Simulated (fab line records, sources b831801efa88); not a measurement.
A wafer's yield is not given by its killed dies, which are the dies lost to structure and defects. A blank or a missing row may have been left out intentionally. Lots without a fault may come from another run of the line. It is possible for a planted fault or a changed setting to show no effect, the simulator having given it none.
Which tool is to blame?    flow sfq line    13 lots, 39 wafers sampled, at 3 steps of a route of 325

## WHAT THE GAUGES READ, wafer by wafer
SFQ_M1_RS_MEAS_909: uses a four-point probe to measure.
lot   measured      on             M1_NB_RS (ohm/sq)
L869  day 12 09:40  film metro-01  0.882 0.886 0.891
L870  day 12 10:41  film metro-04  0.890 0.906 0.905
L872  day 13 03:30  film metro-02  0.893 0.900 0.897
L873  day 13 04:40  film metro-01  0.869 0.885 0.872
L876  day 14 06:47  film metro-02  0.885 0.872 0.882
L877  day 14 16:15  film metro-04  0.883 0.900 0.894
L878  day 15 01:51  film metro-01  0.885 0.874 0.885
L879  day 15 20:34  film metro-02  0.888 0.887 0.886
L881  day 16 22:58  film metro-02  0.889 0.898 0.896
L887  day 17 15:47  film metro-04  0.636 0.885 0.884
L890  day 17 19:22  film metro-02  0.881 0.877 0.878
L891  day 17 20:35  film metro-04  0.879 0.885 0.878
L892  day 20 03:13  film metro-01  0.910 0.900 0.909

## TOOL THAT RAN EACH LOT (tool first, then ch and the chambers of the sampled wafers, then the start)
lot   SFQ_TRILAYER_M0_BARC_OPEN_METAL_ETCH_031  SFQ_TRILAYER_M1_DEP_SPUTTER_037
L869  rie metal-04 ch 0,1, day 7 15:32          pvd sputter-05, day 12 09:33
L870  rie metal-02 ch 0,1, day 7 19:08          pvd sputter-06, day 12 10:35
L872  rie metal-02 ch 0,1, day 8 10:52          pvd sputter-05, day 13 03:25
L873  rie metal-04 ch 0,1, day 8 13:16          pvd sputter-06, day 13 04:34
L876  rie metal-02 ch 0,1, day 9 14:28          pvd sputter-05, day 14 06:41
L877  rie metal-01 ch 1, day 9 20:28            pvd sputter-06, day 14 16:10
L878  rie metal-01 ch 0,1, day 10 06:04         pvd sputter-06, day 15 01:46
L879  rie metal-04 ch 0,1, day 10 15:40         pvd sputter-06, day 15 20:28
L881  rie metal-04 ch 0,1, day 11 20:25         pvd sputter-06, day 16 22:52
L887  rie metal-02 ch 1, day 13 20:40           pvd sputter-06, day 17 15:40
L890  rie metal-04 ch 1, day 14 06:14           pvd sputter-05, day 17 19:16
L891  rie metal-02 ch 0,1, day 14 07:59         pvd sputter-05, day 17 20:28
L892  rie metal-01 ch 0,1, day 19 17:22         pvd sputter-03, day 20 03:07
- SFQ_TRILAYER_M0_BARC_OPEN_METAL_ETCH_031: etches BARC in O2, target depth 125 nm, time 41.7 s.
- SFQ_TRILAYER_M1_DEP_SPUTTER_037: material Nb, target thk 200 nm, time 133.3 s.

## AS READ BY THE TOOLS THEMSELVES (means over the sampled wafers that have a number; for cases with no such wafer, the mark the record gives instead)
SFQ_TRILAYER_M0_BARC_OPEN_METAL_ETCH_031.
lot   tool          drypump motor current A (A)  oes product au (a.u.)
L869  rie metal-04  5.1                          0.684
L870  rie metal-02  5.1                          0.685
L872  rie metal-02  5.4                          0.682
L873  rie metal-04  5.2                          0.687
L876  rie metal-02  5.1                          0.684
L877  rie metal-01  5.8                          0.685
L878  rie metal-01  6.0                          0.686
L879  rie metal-04  5.2                          0.684
L881  rie metal-04  5.1                          0.685
L887  rie metal-02  4.8                          0.687
L890  rie metal-04  5.0                          0.683
L891  rie metal-02  5.4                          0.688
L892  rie metal-01  5.9                          0.685

SFQ_TRILAYER_M1_DEP_SPUTTER_037.
lot   tool            throttle valve pct (%)
L869  pvd sputter-05  30.3
L870  pvd sputter-06  30.1
L872  pvd sputter-05  30.9
L873  pvd sputter-06  30.1
L876  pvd sputter-05  30.0
L877  pvd sputter-06  29.3
L878  pvd sputter-06  29.3
L879  pvd sputter-06  28.6
L881  pvd sputter-06  29.3
L887  pvd sputter-06  30.8
L890  pvd sputter-05  31.7
L891  pvd sputter-05  31.1
L892  pvd sputter-03  29.8

## THE ANSWER, worked out from the rows above alone
Rule: the usual values come from the lots themselves. Put in order of their means at a reading, lots are off if they are a third of the lots or fewer, leave a main group of 4 or more, and stand apart from it by a gap of 3 or more times the standard deviation of the main group's means; of several such gaps the widest counts. A main group is skipped when, at the precision printed for the reading in the tables above, its means are all equal. A lot without any number at a reading at which 4 lots or more have one is off too. The other lots that the step has rows for count as sound. After the gauges, taken in route order, come the tools' own readings; for these a lot's mean is taken, as printed above. The first step at which some lot is off is used, and at that step the reading that is off furthest; a lot without a number counts as furthest.
Off: at SFQ_M1_RS_MEAS_909 (M1_NB_RS), L887. The main group has a mean of 0.888 ohm/sq with a standard deviation of 0.0093.
A tool fits if, at a process step before that reading, it ran every lot that is off, and no sound lot after the first of them. Those tools and the gauges at SFQ_M1_RS_MEAS_909 are tried in the same way. One fits: pvd sputter-06 at SFQ_TRILAYER_M1_DEP_SPUTTER_037. A fault onset in the window from L881 (day 16 22:52, its last sound lot) to L887 (day 17 15:40, its first lot off) fits.

## WHAT THE SIMULATOR HAD INSERTED
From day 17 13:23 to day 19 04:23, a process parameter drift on pvd sputter-06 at SFQ_TRILAYER_M1_DEP_SPUTTER_037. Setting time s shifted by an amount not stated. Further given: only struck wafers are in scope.
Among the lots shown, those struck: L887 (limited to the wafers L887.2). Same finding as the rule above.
